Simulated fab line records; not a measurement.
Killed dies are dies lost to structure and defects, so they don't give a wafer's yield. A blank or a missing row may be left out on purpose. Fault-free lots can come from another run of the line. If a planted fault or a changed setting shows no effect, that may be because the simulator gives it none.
Matching of chambers + flow sky130 + SKY_VIA1_CMP_02 on cmp-01: 4 sister chambers
The step polishes SiO2. 8 wafers are shown with their chamber, then 11 later ones without.

WAFERS, EACH WITH ITS CHAMBER
| wafer  | chamber | motor current A (A) | retaining ring pressure frac |
|--------|---------|---------------------|------------------------------|
| L084.3 | 3       | 12.9                | 1.006                        |
| L083.5 | 1       | 10.7                | 1.002                        |
| L086.2 | 2       | 13.2                | 0.992                        |
| L086.6 | 0       | 12.0                | 1.007                        |
| L092.1 | 3       | 11.8                | 0.998                        |
| L092.3 | 1       | 10.8                | 0.998                        |
| L092.5 | 2       | 13.4                | 1.009                        |
| L093.2 | 0       | 12.3                | 1.003                        |

WAFERS WHOSE CHAMBER IS MISSING
| wafer  | motor current A (A) | retaining ring pressure frac |
|--------|---------------------|------------------------------|
| L093.3 | 13.0                | 0.999                        |
| L093.5 | 13.4                | 1.008                        |
| L095.2 | 13.2                | 1.003                        |
| L095.3 | 10.7                | 1.003                        |
| L095.6 | 10.6                | 1.003                        |
| L096.2 | 14.3                | 1.008                        |
| L096.4 | 13.1                | 1.013                        |
| L096.5 | 10.3                | 1.003                        |
| L097.2 | 12.2                | 1.007                        |
| L097.3 | 12.4                | 1.003                        |
| L097.4 | 13.7                | 1.002                        |

WHICH CHAMBER EACH ONE RAN IN
| wafer  | from the rows above          | in truth |
|--------|------------------------------|----------|
| L093.3 | can't be placed: 2 or 3 or 0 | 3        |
| L093.5 | can't be placed: 2 or 3 or 0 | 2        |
| L095.2 | can't be placed: 2 or 3      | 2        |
| L095.3 | 1                            | 1        |
| L095.6 | 1                            | 1        |
| L096.2 | 2                            | 2        |
| L096.4 | can't be placed: 2 or 3 or 0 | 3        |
| L096.5 | 1                            | 1        |
| L097.2 | can't be placed: 0 or 3      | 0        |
| L097.3 | can't be placed: 3 or 0      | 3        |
| L097.4 | 2                            | 2        |
Correct placement for 5 of the 11. Unplaceable from these rows: 6, with the true chamber sitting among the candidates in 6. Placed wrongly: 0.
How it was worked out, from the rows above alone: a wafer's distance from a chamber is the root of the sum, over the readings, of the square of ((its reading less the chamber's mean) divided by the reading's scatter). The wafer belongs to the nearest chamber; if the next one is less than 2 further off, it can't be placed. A chamber's mean is the mean of its shown wafers. The scatter: take each reading less its chamber's mean, square it, sum over the shown wafers, divide by the number of wafers less the number of chambers, and take the root.
